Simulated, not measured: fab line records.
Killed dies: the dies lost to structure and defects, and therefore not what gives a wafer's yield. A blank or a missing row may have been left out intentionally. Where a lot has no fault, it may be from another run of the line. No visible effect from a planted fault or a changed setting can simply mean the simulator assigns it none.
fab line records	flow sky130	part 1 of 2: steps 1 to 26 of 36
record: lots: 5	wafers: 15	lastDay: 49
route steps=708 shown SONOS_TUNNEL@165 SONOS_ONO@168 GATE_OXIDE@187
lots untouched by any fault: they come from a run of this same line in which no faults occurred
startH: hours from the record's first day to the start of the lot's first wafer shown	waitH: how many hours have passed since the lot's step before this one	" as in the row above	L1.1+2: a row that stands for several wafers	- value missing, or start not given	* or withheld: withheld	< > ~ a bound
route shown NAME@n: NAME is a module with steps in the file, n the number in the route of the first one	usual: average and standard deviation across the fault-free wafers	same: alike in all rows	chamber/n: place in a boat	sites: readings site by site	_std_site: standard deviation across them	_edge_site: mean of outer sites minus mean of inner sites	radiusMm: for every site, how far away it sits from the centre of the wafer	mask NAME#n: copy n	behind: the last tool/chamber to shape the wafer	hold: cause of the lot's hold/its duration in hours/its outcome	device: names the non-switching transistor (n, p or np)	end of line: at the end of the route, the tests of the same wafers	where a step has no rows: the recipe by itself	killed: dies lost to structure and defects at the first sort, not the wafer's yield	map: a wafer's dies, x killed, . not, _ none there
set.NAME: setting as actually run; set.NAME@STEP: the setting as run at that earlier step	model.NAME: the simulator's own value behind a step, which no gauge read
certain route steps with their lots: each step a table, each wafer a row
services: when a tool's chamber went out of use (startH, in hours from the record's first day, below 0 if earlier), for how many hours, and the reason
== steps ==
step: SKY_SONOS_TUNNEL_STRIP_11
recipe: chemistry: SPM	timeS: 600	tempC: 130
lot.wafer	tool	chamber	startH	waitH
L077.2+3+5	wetBench-04	0	280.92	0.0
L081.3+5+6	wetBench-03	3	306.02	0.0
L084.2+4+6	wetBench-03	0	327.53	0.0
L090.1+2+6	wetBench-03	1	377.46	0.0
L091.1+4+6	wetBench-04	1	387.43	0.0
step: SKY_SONOS_TUNNEL_TW_MEAS_12
usual: SONOS_TUNNEL_TW: 197.4/2
lot.wafer	tool	chamber	startH	waitH	SONOS_TUNNEL_TW
L077.2	filmMetro-02	-	281.10	0.0	197.5
L077.3	"	-	"	"	196.9
L077.5	"	-	"	"	196.8
L081.3	filmMetro-03	-	306.21	0.0	200.5
L081.5	"	-	"	"	200.2
L081.6	"	-	"	"	200.7
L084.2	filmMetro-01	-	327.71	0.0	196.0
L084.4	"	-	"	"	195.8
L084.6	"	-	"	"	195.2
L090.1	filmMetro-03	-	377.63	0.0	200.5
L090.2	"	-	"	"	201.3
L090.6	"	-	"	"	200.1
L091.1	filmMetro-03	-	387.62	0.0	200.6
L091.4	"	-	"	"	200.1
L091.6	"	-	"	"	200.2
step: SKY_SONOS_TUNNEL_CLEAN_13
recipe: chemistry: dHF	timeS: 20	dilution: 100:1	dry: ipaMarangoni
lot.wafer	tool	chamber	startH	waitH
L077.2+3+5	wetBench-02	0	281.15	0.0
L081.3+5+6	wetBench-04	2	306.25	0.0
L084.2+4+6	wetBench-04	1	327.76	0.0
L090.1+2+6	wetBench-04	1	377.69	0.1
L091.1+4+6	wetBench-02	2	387.68	0.1
step: SKY_SONOS_ONO_OXIDATION_00
recipe: tempC: 800	ambient: O2	idleTempC: 700	rampUpCPerMin: 10	rampDownCPerMin: 3	stabiliseS: 600	purgeS: 300	targetThkA: 26	oxTimeS: 1249
usual: spikeTcTopC: 815.3/0.93	tubeCenterTempC: 800.01/0.066
lot.wafer	tool	chamber	startH	waitH	spikeTcTopC	tubeCenterTempC
L077.2	furnace-02	0	281.63	0.4	815.5	800.02
L077.3	"	0	"	"	815.8	799.93
L077.5	"	0	"	"	814.7	800
L081.3	furnace-02	0	307.99	1.7	815.5	800.07
L081.5	"	0	"	"	815.3	799.95
L081.6	"	0	"	"	815.1	799.98
L084.2	furnace-01	0	329.65	1.9	814.2	800.12
L084.4	"	0	"	"	814.6	799.98
L084.6	"	0	"	"	815.8	800.07
L090.1	furnace-01	0	377.71	0.0	814.2	800.07
L090.2	"	0	"	"	815.1	800.06
L090.6	"	0	"	"	814.9	800.08
L091.1	furnace-01	0	388.38	0.7	814.5	800.03
L091.4	"	0	"	"	814.8	799.98
L091.6	"	0	"	"	815.5	800.01
step: SKY_SONOS_ONO_THK_MEAS_01
recipe: reads: SiO2_of_SONOS_ONO_OXIDATION_00
usual: SONOS_ONO_OXIDATION_THK: 2.60/0.062
lot.wafer	tool	chamber	startH	waitH	SONOS_ONO_OXIDATION_THK[nm]
L077.2	filmMetro-02	-	282.99	0.0	2.52
L077.3	"	-	"	"	2.58
L077.5	"	-	"	"	2.55
L081.3	filmMetro-02	-	309.36	0.0	2.43
L081.5	"	-	"	"	2.61
L081.6	"	-	"	"	2.56
L084.2	filmMetro-04	-	331.01	0.0	2.61
L084.4	"	-	"	"	2.66
L084.6	"	-	"	"	2.61
L090.1	filmMetro-01	-	379.05	0.0	2.55
L090.2	"	-	"	"	2.57
L090.6	"	-	"	"	2.59
L091.1	filmMetro-02	-	389.72	0.0	2.73
L091.4	"	-	"	"	2.71
L091.6	"	-	"	"	2.65
step: SKY_SONOS_ONO_CVD_02
recipe: material: Si3N4	precursor: DCS/NH3	targetThkNm: 10.5	tempC: 770	timeS: 180	pressureMtorr: 250
usual: spikeTcTopC: 787.2/0.97
lot.wafer	tool	chamber	startH	waitH	spikeTcTopC
L077.2	lpcvd-02	0	284.00	1.0	785.8
L077.3	"	0	"	"	785.6
L077.5	"	0	"	"	788.1
L081.3	lpcvd-02	1	309.84	0.5	787.5
L081.5	"	1	"	"	787.9
L081.6	"	1	"	"	788.7
L084.2	lpcvd-02	0	331.06	0.0	786.8
L084.4	"	0	"	"	786.7
L084.6	"	0	"	"	787.7
L090.1	lpcvd-02	0	380.52	1.5	785.2
L090.2	"	0	"	"	786.7
L090.6	"	0	"	"	785.1
L091.1	lpcvd-02	0	391.34	1.6	785.8
L091.4	"	0	"	"	789.4
L091.6	"	0	"	"	788.3
step: SKY_SONOS_ONO_THK_MEAS_03
recipe: reads: Si3N4_of_SONOS_ONO_CVD_02
usual: SONOS_ONO_CVD_02_THK: 10.51/0.12
lot.wafer	tool	chamber	startH	waitH	SONOS_ONO_CVD_02_THK[nm]
L077.2	filmMetro-04	-	285.06	0.0	10.46
L077.3	"	-	"	"	10.40
L077.5	"	-	"	"	10.53
L081.3	filmMetro-02	-	310.91	0.0	10.44
L081.5	"	-	"	"	10.42
L081.6	"	-	"	"	10.46
L084.2	filmMetro-02	-	332.12	0.0	10.39
L084.4	"	-	"	"	10.54
L084.6	"	-	"	"	10.32
L090.1	filmMetro-01	-	382.09	0.0	10.44
L090.2	"	-	"	"	10.56
L090.6	"	-	"	"	10.38
L091.1	filmMetro-04	-	392.92	0.0	10.65
L091.4	"	-	"	"	10.61
L091.6	"	-	"	"	10.51
step: SKY_SONOS_ONO_CVD_04
recipe: material: SiO2	precursor: SiH4/N2O	targetThkNm: 5.7199	tempC: 900	pressureMtorr: 400
usual: spikeTcTopC: 909.2/2.1
lot.wafer	tool	chamber	startH	waitH	spikeTcTopC
L077.2	lpcvd-03	0	289.95	4.9	907.0
L077.3	"	0	"	"	910.2
L077.5	"	0	"	"	909.3
L081.3	lpcvd-03	0	310.95	0.0	908.7
L081.5	"	0	"	"	908.4
L081.6	"	0	"	"	908.2
L084.2	lpcvd-03	0	332.17	0.0	906.9
L084.4	"	0	"	"	908.1
L084.6	"	0	"	"	908.0
L090.1	lpcvd-03	0	382.15	0.1	907.3
L090.2	"	0	"	"	907.9
L090.6	"	0	"	"	909.6
L091.1	lpcvd-03	0	392.98	0.1	908.7
L091.4	"	0	"	"	908.3
L091.6	"	0	"	"	907.5
step: SKY_SONOS_ONO_THK_MEAS_05
recipe: reads: SiO2_of_SONOS_ONO_CVD_04
usual: SONOS_ONO_CVD_04_THK: 5.63/0.12
lot.wafer	tool	chamber	startH	waitH	SONOS_ONO_CVD_04_THK[nm]
L077.2	filmMetro-02	-	291.21	0.0	5.65
L077.3	"	-	"	"	5.63
L077.5	"	-	"	"	5.57
L081.3	filmMetro-02	-	312.22	0.0	5.67
L081.5	"	-	"	"	5.74
L081.6	"	-	"	"	5.60
L084.2	filmMetro-02	-	333.43	0.0	5.55
L084.4	"	-	"	"	5.71
L084.6	"	-	"	"	5.62
L090.1	filmMetro-02	-	384.03	0.0	5.60
L090.2	"	-	"	"	5.74
L090.6	"	-	"	"	5.53
L091.1	filmMetro-02	-	394.23	0.0	5.59
L091.4	"	-	"	"	5.46
L091.6	"	-	"	"	5.48
step: SKY_SONOS_ONO_DEHYDRATE_06
recipe: tempC: 200	timeS: 60
usual: resistLineTempC: 23.00/0.11
lot.wafer	tool	chamber	startH	waitH	resistLineTempC
L077.2	lithoTrack-01	0	302.31	11.1	23.06
L077.3	"	0	"	"	22.90
L077.5	"	0	"	"	23.07
L081.3	lithoTrack-04	0	324.28	12.1	22.93
L081.5	"	0	"	"	22.97
L081.6	"	0	"	"	23.17
L084.2	lithoTrack-01	0	346.56	13.1	23.06
L084.4	"	0	"	"	22.96
L084.6	"	0	"	"	23.03
L090.1	lithoTrack-04	0	398.53	14.5	23.02
L090.2	"	0	"	"	23.11
L090.6	"	0	"	"	23.19
L091.1	lithoTrack-01	0	408.24	14.0	23.11
L091.4	"	0	"	"	23.07
L091.6	"	0	"	"	22.96
step: SKY_SONOS_ONO_HMDS_07
recipe: primeTimeS: 60	primeTempC: 120
usual: resistLineTempC: 23.00/0.097
lot.wafer	tool	chamber	startH	waitH	resistLineTempC
L077.2	lithoTrack-01	0	302.46	0.1	23.12
L077.3	"	0	"	"	23.06
L077.5	"	0	"	"	23.00
L081.3	lithoTrack-04	0	324.43	0.1	23.07
L081.5	"	0	"	"	22.83
L081.6	"	0	"	"	23.05
L084.2	lithoTrack-01	0	346.71	0.1	23.06
L084.4	"	0	"	"	22.86
L084.6	"	0	"	"	22.84
L090.1	lithoTrack-04	0	398.68	0.1	23.09
L090.2	"	0	"	"	23.05
L090.6	"	0	"	"	23.10
L091.1	lithoTrack-01	0	408.39	0.1	23.07
L091.4	"	0	"	"	23.04
L091.6	"	0	"	"	23.03
step: SKY_SONOS_ONO_COAT_08
recipe: resist: NOVOLAK	spinRpm: 3000	resistThkNm: 1140
usual: resistLineTempC: 23.01/0.12	spinSpeedRpm: 3000.1/1.9
lot.wafer	tool	chamber	startH	waitH	resistLineTempC	spinSpeedRpm
L077.2	lithoTrack-01	0	302.61	0.1	22.92	3000.2
L077.3	"	0	"	"	22.92	3001.0
L077.5	"	0	"	"	22.99	2998.4
L081.3	lithoTrack-04	0	324.58	0.1	22.87	3002.4
L081.5	"	0	"	"	22.95	3000.8
L081.6	"	0	"	"	23.08	3001.9
L084.2	lithoTrack-01	0	346.86	0.1	22.86	2996.8
L084.4	"	0	"	"	22.92	2998.2
L084.6	"	0	"	"	22.94	2998.8
L090.1	lithoTrack-04	0	398.83	0.1	22.63	3002.4
L090.2	"	0	"	"	22.77	2998.7
L090.6	"	0	"	"	22.82	3001.7
L091.1	lithoTrack-01	0	408.54	0.1	22.99	2999.2
L091.4	"	0	"	"	23.16	2999.7
L091.6	"	0	"	"	23.13	3000.0
step: SKY_SONOS_ONO_SOFTBAKE_09
recipe: tempC: 90	timeS: 60	resist: NOVOLAK
usual: resistLineTempC: 23.01/0.1
lot.wafer	tool	chamber	startH	waitH	resistLineTempC
L077.2	lithoTrack-01	0	302.76	0.1	23.10
L077.3	"	0	"	"	22.92
L077.5	"	0	"	"	22.90
L081.3	lithoTrack-04	0	324.73	0.1	22.92
L081.5	"	0	"	"	23.06
L081.6	"	0	"	"	23.09
L084.2	lithoTrack-01	0	347.01	0.1	22.94
L084.4	"	0	"	"	23.03
L084.6	"	0	"	"	23.18
L090.1	lithoTrack-04	0	398.98	0.1	22.95
L090.2	"	0	"	"	22.96
L090.6	"	0	"	"	23.11
L091.1	lithoTrack-01	0	408.69	0.1	23.02
L091.4	"	0	"	"	22.84
L091.6	"	0	"	"	22.91
step: SKY_SONOS_ONO_EXPOSE_10
recipe: maskId: ONOM	targetCdNm: 410	na: 0.6	sourceShape: conventional	sigmaOuter: 0.6	doseMj: 150
lot.wafer	tool	chamber	startH	waitH	mask
L077.2+3+5	ilineStepper-01	0	-	-	ONOM#0
L081.3+5+6	ilineStepper-01	0	-	-	ONOM#0
L084.2+4+6	ilineStepper-01	0	-	-	ONOM#0
L090.1+2+6	ilineStepper-01	0	-	-	ONOM#0
L091.1+4+6	ilineStepper-01	0	-	-	ONOM#0
step: SKY_SONOS_ONO_PEB_11
recipe: tempC: withheld	timeS: *	resist: NOVOLAK
usual: resistLineTempC: *
lot.wafer	tool	chamber	startH	waitH	resistLineTempC
L077.2	lithoTrack-04	0	-	-	*
L077.3	"	0	"	"	*
L077.5	"	0	"	"	*
L081.3	lithoTrack-02	0	-	-	*
L081.5	"	0	"	"	*
L081.6	"	0	"	"	*
L084.2	lithoTrack-01	0	-	-	*
L084.4	"	0	"	"	*
L084.6	"	0	"	"	*
L090.1	lithoTrack-01	0	-	-	*
L090.2	"	0	"	"	*
L090.6	"	0	"	"	*
L091.1	lithoTrack-02	0	-	-	*
L091.4	"	0	"	"	*
L091.6	"	0	"	"	*
step: SKY_SONOS_ONO_DEVELOP_12
recipe: developTimeS: 60	devTempC: 23
usual: resistLineTempC: 23.01/0.093
lot.wafer	tool	chamber	startH	waitH	resistLineTempC
L077.2	lithoTrack-04	0	316.15	0.1	23.00
L077.3	"	0	"	"	23.01
L077.5	"	0	"	"	23.01
L081.3	lithoTrack-02	0	337.54	0.1	23.02
L081.5	"	0	"	"	22.99
L081.6	"	0	"	"	22.96
L084.2	lithoTrack-01	0	359.51	0.1	23.01
L084.4	"	0	"	"	23.22
L084.6	"	0	"	"	22.98
L090.1	lithoTrack-01	0	413.14	0.1	23.06
L090.2	"	0	"	"	22.86
L090.6	"	0	"	"	22.89
L091.1	lithoTrack-02	0	422.69	0.1	22.99
L091.4	"	0	"	"	23.08
L091.6	"	0	"	"	23.14
step: SKY_SONOS_ONO_CD_MEAS_13
recipe: targetCdNm: 410
usual: cdNm: 410.3/2.6
lot.wafer	tool	chamber	startH	waitH	cdNm
L077.2	cdSem-02	-	316.30	0.1	410.4
L077.3	"	-	"	"	410.7
L077.5	"	-	"	"	410.9
L081.3	cdSem-02	-	337.68	0.1	412.4
L081.5	"	-	"	"	412.9
L081.6	"	-	"	"	410.7
L084.2	cdSem-02	-	359.66	0.1	414.3
L084.4	"	-	"	"	416.4
L084.6	"	-	"	"	415.5
L090.1	cdSem-02	-	413.29	0.1	414.2
L090.2	"	-	"	"	412.9
L090.6	"	-	"	"	411.5
L091.1	cdSem-01	-	422.84	0.1	409.9
L091.4	"	-	"	"	411.3
L091.6	"	-	"	"	407.3
step: SKY_SONOS_ONO_OVL_MEAS_14
usual: SONOS_ONO_OVL: -0.4/1.5
lot.wafer	tool	chamber	startH	waitH	SONOS_ONO_OVL[nm]
L077.2	overlay-02	-	316.40	0.1	-0.3
L077.3	"	-	"	"	-0.2
L077.5	"	-	"	"	-1.4
L081.3	overlay-02	-	337.77	0.1	-0.2
L081.5	"	-	"	"	-1.0
L081.6	"	-	"	"	0.5
L084.2	overlay-02	-	359.76	0.1	1.5
L084.4	"	-	"	"	1.1
L084.6	"	-	"	"	2.6
L090.1	overlay-02	-	413.41	0.1	-0.7
L090.2	"	-	"	"	-0.9
L090.6	"	-	"	"	-1.7
L091.1	overlay-02	-	422.96	0.1	-1.8
L091.4	"	-	"	"	-2.9
L091.6	"	-	"	"	-1.6
step: SKY_SONOS_ONO_ETCH_15
recipe: targetDepthNm: 19.52	chemistry: CHF3/O2	sourceW: 600	biasW: 200	pressureMtorr: 40	chf3FlowSccm: 50	O2_flow_sccm: 5	timeS: 7.8
usual: chf3FlowSccm: 50.00/0.17	drypumpMotorCurrentA: 5.8/0.53	oesProductAu: 1.004/0.0089	throttleValvePct: 8.827/0.0096
lot.wafer	tool	chamber	startH	waitH	chf3FlowSccm	drypumpMotorCurrentA	oesProductAu	rfHoursCounterH	throttleValvePct
L077.2	rieDiel-01	3	316.43	0.0	49.86	5.8	0.976	0	8.815
L077.3	"	2	"	"	49.58	5.9	0.997	4	8.814
L077.5	"	3	"	"	49.71	5.8	0.977	-	8.821
L081.3	rieDiel-04	2	337.79	0.0	49.81	6.4	0.999	1	8.811
L081.5	"	2	"	"	49.80	6.3	1.006	-	8.827
L081.6	"	3	"	"	49.86	4.7	1.003	-	8.833
L084.2	rieDiel-02	3	359.79	0.0	50.23	5.6	1.011	10	8.847
L084.4	"	2	"	"	49.99	5.2	1.010	85	8.843
L084.6	"	3	"	"	50.00	5.7	1.006	-	8.815
L090.1	rieDiel-04	1	413.44	0.0	50.08	6.4	1.002	3	8.834
L090.2	"	2	"	"	50.06	6.3	1.006	3	8.846
L090.6	"	0	"	"	50.15	5.7	1.012	-	8.825
L091.1	rieDiel-04	1	422.99	0.0	50.06	6.4	1.010	3	8.830
L091.4	"	3	"	"	49.83	4.8	1.006	103	8.840
L091.6	"	2	"	"	50.03	6.3	1.015	-	8.831
step: SKY_SONOS_ONO_WET_ETCH_16
recipe: chemistry: dHF	targetDepthNm: 14	dry: n2Spin	target: SiO2	dilution: 100:1	tempC: 25	timeS: 280
lot.wafer	tool	chamber	startH	waitH
L077.2+3+5	wetBench-01	2	316.45	0.0
L081.3+5+6	wetBench-04	0	337.81	0.0
L084.2+4+6	wetBench-04	1	359.82	0.0
L090.1+2+6	wetBench-04	0	413.47	0.0
L091.1+4+6	wetBench-01	3	423.01	0.0
step: SKY_SONOS_ONO_STRIP_17
recipe: chemistry: O2/N2	powerW: 1400	pressureMtorr: 1500	platenTempC: withheld	o2FlowSccm: 3000	n2FlowSccm: 300	overashFraction: 0.5
usual: drypumpMotorCurrentA: 5.3/0.34	o2FlowSccm: 3000/8.2	oesProductAu: 0.710/0.0043	stripTimeToEndpointS: 14.10/0.051
lot.wafer	tool	chamber	startH	waitH	drypumpMotorCurrentA	o2FlowSccm	oesProductAu	rfHoursCounterH	stripTimeToEndpointS
L077.2	plasmaAsher-04	0	316.54	0.0	5.4	2999	0.706	65	14.17
L077.3	"	0	"	"	5.4	3002	0.708	-	14.08
L077.5	"	0	"	"	5.4	3014	0.716	-	14.10
L081.3	plasmaAsher-04	0	337.94	0.0	5.4	2994	0.714	-	14.08
L081.5	"	1	"	"	5.3	2990	0.706	-	14.05
L081.6	"	0	"	"	5.4	3001	0.714	-	14.07
L084.2	plasmaAsher-01	1	359.91	0.0	5.7	3001	0.709	70	14.09
L084.4	"	1	"	"	5.7	3003	0.705	-	14.13
L084.6	"	0	"	"	5.9	3006	0.709	-	14.12
L090.1	plasmaAsher-04	0	413.56	0.0	5.4	2999	0.711	75	14.10
L090.2	"	1	"	"	5.3	2991	0.712	75	14.10
L090.6	"	1	"	"	5.3	3001	0.710	-	14.08
L091.1	plasmaAsher-02	1	423.11	0.0	4.8	3014	0.711	57	14.15
L091.4	"	1	"	"	4.8	3008	0.708	-	14.09
L091.6	"	0	"	"	4.8	3003	0.704	-	14.11
step: SKY_SONOS_ONO_WET_ETCH_18
recipe: chemistry: H3PO4	targetDepthNm: 15	target: Si3N4	tempC: 160	timeS: 172
lot.wafer	tool	chamber	startH	waitH
L077.2+3+5	wetBench-01	2	316.64	0.1
L081.3+5+6	wetBench-01	1	338.01	0.0
L084.2+4+6	wetBench-02	1	360.01	0.1
L090.1+2+6	wetBench-04	3	413.66	0.1
L091.1+4+6	wetBench-01	2	423.21	0.1
step: SKY_GATE_OXIDE_CLEAN_00
recipe: chemistry: SC1/SC2	mix: 1:4:20	tempC: 70	timeS: 150	dry: n2Spin
lot.wafer	tool	chamber	startH	waitH
L077.2+3+5	wetBench-04	1	316.70	0.0
L081.3+5+6	wetBench-02	2	338.06	0.0
L084.2+4+6	wetBench-04	1	360.07	0.0
L090.1+2+6	wetBench-01	0	413.72	0.0
L091.1+4+6	wetBench-04	3	423.27	0.0
step: SKY_GATE_OXIDE_OXIDATION_01
recipe: tempC: 900	ambient: O2	stabiliseS: 600	purgeS: 300	targetThkA: 102.68	oxTimeS: 1473
usual: spikeTcTopC: 913.4/0.96	tubeCenterTempC: 900/0.085
lot.wafer	tool	chamber	startH	waitH	spikeTcTopC	tubeCenterTempC
L077.2	furnace-01	0	317.71	1.0	911.7	900.11
L077.3	"	0	"	"	914.0	900.08
L077.5	"	0	"	"	913.1	899.98
L081.3	furnace-02	0	338.13	0.0	912.5	900.06
L081.5	"	0	"	"	913.3	900.21
L081.6	"	0	"	"	912.9	900.08
L084.2	furnace-02	0	360.12	0.0	912.7	899.98
L084.4	"	0	"	"	911.7	900.23
L084.6	"	0	"	"	914.9	900.03
L090.1	furnace-01	0	414.76	1.0	913.5	900.07
L090.2	"	0	"	"	912.3	900
L090.6	"	0	"	"	912.9	900
L091.1	furnace-02	0	423.32	0.0	915.1	900.04
L091.4	"	0	"	"	911.6	900.19
L091.6	"	0	"	"	913.8	900.05
step: SKY_GATE_OXIDE_THK_MEAS_02
recipe: reads: SiO2_of_GATE_OXIDE_OXIDATION_01
usual: GATE_OXIDE_OXIDATION_00_THK: 10.31/0.17
lot.wafer	tool	chamber	startH	waitH	GATE_OXIDE_OXIDATION_00_THK[nm]
L077.2	filmMetro-01	-	319.13	0.0	10.35
L077.3	"	-	"	"	10.31
L077.5	"	-	"	"	10.30
L081.3	filmMetro-01	-	339.56	0.0	10.39
L081.5	"	-	"	"	10.45
L081.6	"	-	"	"	10.19
L084.2	filmMetro-03	-	361.54	0.0	10.92
L084.4	"	-	"	"	10.73
L084.6	"	-	"	"	10.78
L090.1	filmMetro-01	-	416.17	0.0	10.23
L090.2	"	-	"	"	10.24
L090.6	"	-	"	"	10.13
L091.1	filmMetro-01	-	424.73	0.0	10.11
L091.4	"	-	"	"	10.01
L091.6	"	-	"	"	10.15
step: SKY_GATE_OXIDE_DEHYDRATE_03
recipe: tempC: 200	timeS: 60
usual: resistLineTempC: 23.05/0.1
lot.wafer	tool	chamber	startH	waitH	resistLineTempC
L077.2	lithoTrack-04	0	331.55	12.4	23.22
L077.3	"	0	"	"	23.08
L077.5	"	0	"	"	22.98
L081.3	lithoTrack-01	0	352.59	13.0	23.16
L081.5	"	0	"	"	23.04
L081.6	"	0	"	"	22.97
L084.2	lithoTrack-03	0	375.83	14.3	23.09
L084.4	"	0	"	"	23.13
L084.6	"	0	"	"	22.99
L090.1	lithoTrack-03	0	431.45	15.3	23.04
L090.2	"	0	"	"	23.18
L090.6	"	0	"	"	23.30
L091.1	lithoTrack-01	0	440.44	15.7	23.11
L091.4	"	0	"	"	22.97
L091.6	"	0	"	"	22.96
